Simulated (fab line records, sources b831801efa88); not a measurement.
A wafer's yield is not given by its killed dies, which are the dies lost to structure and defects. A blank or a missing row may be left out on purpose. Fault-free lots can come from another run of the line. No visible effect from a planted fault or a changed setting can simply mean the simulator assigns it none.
Which tool was responsible? :: flow sky130 :: Sampling: 6 lots, 18 wafers, 2 of 708 route steps

## WHAT THE GAUGES READ, wafer by wafer
SKY_VT_ADJUST_PCH_TW_MEAS_10.
lot: L945
measured: day 11 10:19
on: film-metro-04
VT_ADJUST_PCH_TW: 140.5 139.8 141.0

lot: L947
measured: day 11 23:10
on: film-metro-04
VT_ADJUST_PCH_TW: 139.7 140.3 140.9

lot: L950
measured: day 12 20:03
on: film-metro-04
VT_ADJUST_PCH_TW: 151.0 150.9 150.5 149.9 151.1 150.1

lot: L958
measured: day 15 13:40
on: film-metro-01
VT_ADJUST_PCH_TW: 141.3 140.4 140.9

lot: L962
measured: day 16 22:31
on: film-metro-04
VT_ADJUST_PCH_TW: 141.6 141.9 141.9

lot: L965
measured: day 17 15:07
on: film-metro-02
VT_ADJUST_PCH_TW: 142.0 142.0 142.0

## WHICH TOOL RAN EACH LOT (tool, then ch and the chambers of the sampled wafers, then the start)
lot: L945
SKY_VT_ADJUST_PCH_IMPLANT_08: implanter-03 ch 0, day 11 10:04

lot: L947
SKY_VT_ADJUST_PCH_IMPLANT_08: implanter-04 ch 0, day 11 22:55

lot: L950
SKY_VT_ADJUST_PCH_IMPLANT_08: implanter-03 ch 0, day 12 19:48

lot: L958
SKY_VT_ADJUST_PCH_IMPLANT_08: implanter-04 ch 0, day 15 13:26

lot: L962
SKY_VT_ADJUST_PCH_IMPLANT_08: implanter-04 ch 0, day 16 22:16

lot: L965
SKY_VT_ADJUST_PCH_IMPLANT_08: implanter-04 ch 0, day 17 14:54
- SKY_VT_ADJUST_PCH_IMPLANT_08

## THE ANSWER, worked out from the rows above alone
Rule: the lots themselves supply what counts as usual. The widest of any qualifying gaps counts: lots, ordered by their means at a reading, are off when they make up no more than a third of the lots, leave a main group of 4 or more, and stand apart from it by 3 or more times the standard deviation of that group's means. If all means in a main group match to the digits the tables above print for the reading, that group is not used. A lot without any number at a reading at which 4 lots or more have one is off too. All remaining lots with rows at the step are treated as sound.
Off: L950, at SKY_VT_ADJUST_PCH_TW_MEAS_10 (VT_ADJUST_PCH_TW). For the main group the mean is 141.1 and the standard deviation 0.7.
A tool fits if, at a process step before that reading, it ran every lot that is off, and no sound lot after the first of them. Those tools and the gauges at SKY_VT_ADJUST_PCH_TW_MEAS_10 are tried in the same way. One fits: implanter-03 at SKY_VT_ADJUST_PCH_IMPLANT_08. Its last sound lot is L945 (day 11 10:04), its first lot that is off L950 (day 12 19:48): a fault that began between those two fits.

## WHAT THE SIMULATOR PUT IN
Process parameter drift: implanter-03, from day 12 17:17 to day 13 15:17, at SKY_VT_ADJUST_PCH_IMPLANT_08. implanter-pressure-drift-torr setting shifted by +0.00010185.
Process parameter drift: implanter-03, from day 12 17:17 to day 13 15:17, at SKY_VT_ADJUST_PCH_IMPLANT_08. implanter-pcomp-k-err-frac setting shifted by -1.
Struck lots among those shown: L950. Same finding as the rule above.
